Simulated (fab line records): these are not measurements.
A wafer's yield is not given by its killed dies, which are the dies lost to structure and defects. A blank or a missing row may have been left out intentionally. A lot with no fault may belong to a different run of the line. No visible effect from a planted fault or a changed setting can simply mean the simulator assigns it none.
8D (eight disciplines) problem report, filled in by code | flow gf180mcu | the parts of the form that need people (team, actions taken, sign-off) are left out

1. THE PROBLEM
Across 6 wafers from 2 lots, HV_LDD_CVD_56_THK at GF_HV_LDD_THK_MEAS_57 averages 72.0 nm, while fault-free wafers read 89.6 nm with a standard deviation of 1.1. That is -16 standard deviations from the usual mean.
The first sign was on wafer L839.2 at day 14 09:50, on filmMetro-02. At this step, 33 wafers from 11 lots have a number in the record. Rule for "out" (also "out of limits"): further than 4 standard deviations from the usual mean. All remaining wafers that have a number are taken as sound.

2. WHAT IT IS AND WHAT IT IS NOT
question                    | is                     | is not
which readings at this step | HV_LDD_CVD_56_THK      | -
which lots                  | L839, L842             | L835, L846, L847, L850, L851, L852, L853, L854, L855
which wafers of those lots  | all that have a number | -
read on which gauges        | filmMetro-02           | filmMetro-01, filmMetro-03
when                        | from day 14 09:50      | up to then (3 sound wafers); but 24 sound wafers of L846, L847, L850, L851, L852, L853, L854, L855 came after

3. SUSPECTS, AND WHAT RULES EACH OUT
Counting: a tool at a process step up to the reading stays a suspect if it ran every lot that is out and no sound lot after the first of them.
- the gauge at GF_HV_LDD_THK_MEAS_57 is ruled out. All the wafers that are out were read on filmMetro-02, but those of them that GF_HV_LDD_CVD_56 has rows for are out there too, on other tools.
- lpcvd-01 at GF_HV_LDD_CVD_56 (deposits Si3N4 from DCS/NH3, target thk 90 nm, time 1543 s): ruled out as a lasting fault. After its first lot that is out, L839 (day 14 07:41), sound lots L850, L851, L854 ran on it.
Left after counting: nothing in the record.

4. THE CAUSE (what the simulator had put in)
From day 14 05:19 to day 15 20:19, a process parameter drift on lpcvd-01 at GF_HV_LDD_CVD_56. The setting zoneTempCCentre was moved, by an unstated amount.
The count ruled it out by mistake, since the rule takes a fault to strike every lot its tool runs from the start of the fault on, and this one did not do so.

5. SEQUENCE OF EFFECTS, ordered by route
Rows list readings where the struck wafers' mean (over those with a number) sits beyond 3 standard deviations from the usual. Only readings for which the record gives a usual standard deviation are gone through. hours: the time from each lot's start at the first step in this table that gives one to its start at this step, as a median over the lots. sigmas: the change in usual standard deviations.
hours | step                  | reading            | usual      | on struck wafers | change | sigmas
0     | GF_HV_LDD_CVD_56      | spikeTcCentreC     | 770.2 C    | 735.3            | -34.9  | -25
0     | GF_HV_LDD_CVD_56      | spikeTcUpperC      | 770.8 C    | 774.6            | +3.8   | +3.2
0     | GF_HV_LDD_CVD_56      | zonePowerCentrePct | 13.7 %     | 4.1              | -9.6   | -12
0     | GF_HV_LDD_CVD_56      | zonePowerLowerPct  | 12.74 %    | 17.21            | +4.47  | +19
0     | GF_HV_LDD_CVD_56      | zonePowerUpperPct  | 12.7 %     | 17.4             | +4.7   | +5.6
2     | GF_HV_LDD_THK_MEAS_57 | HV_LDD_CVD_56_THK  | 89.6 nm    | 72.0             | -17.6  | -16
4     | GF_HV_LDD_ETCHBACK_58 | oesProductAu       | 0.841 a.u. | 0.749            | -0.092 | -13
Here are the process steps it includes:
- GF_HV_LDD_CVD_56: deposits Si3N4 from DCS/NH3, target thk 90 nm, time 1543 s.
- GF_HV_LDD_ETCHBACK_58: etches Si3N4 in CH3F/O2, stops on SiO2, time 100 s, target depth 90 nm.

6. WHAT WOULD HAVE CAUGHT IT SOONER
Counted from the fault's start at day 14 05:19, it took 5 hours until the first out-of-limits reading at a measuring or inspecting step in this record, taken at day 14 09:50.
The tool's own readings at GF_HV_LDD_CVD_56 were out on every struck wafer that the step has a row for (spikeTcCentreC, zonePowerCentrePct, zonePowerLowerPct, zonePowerUpperPct): an alarm limit on them would have fired on the first of those.
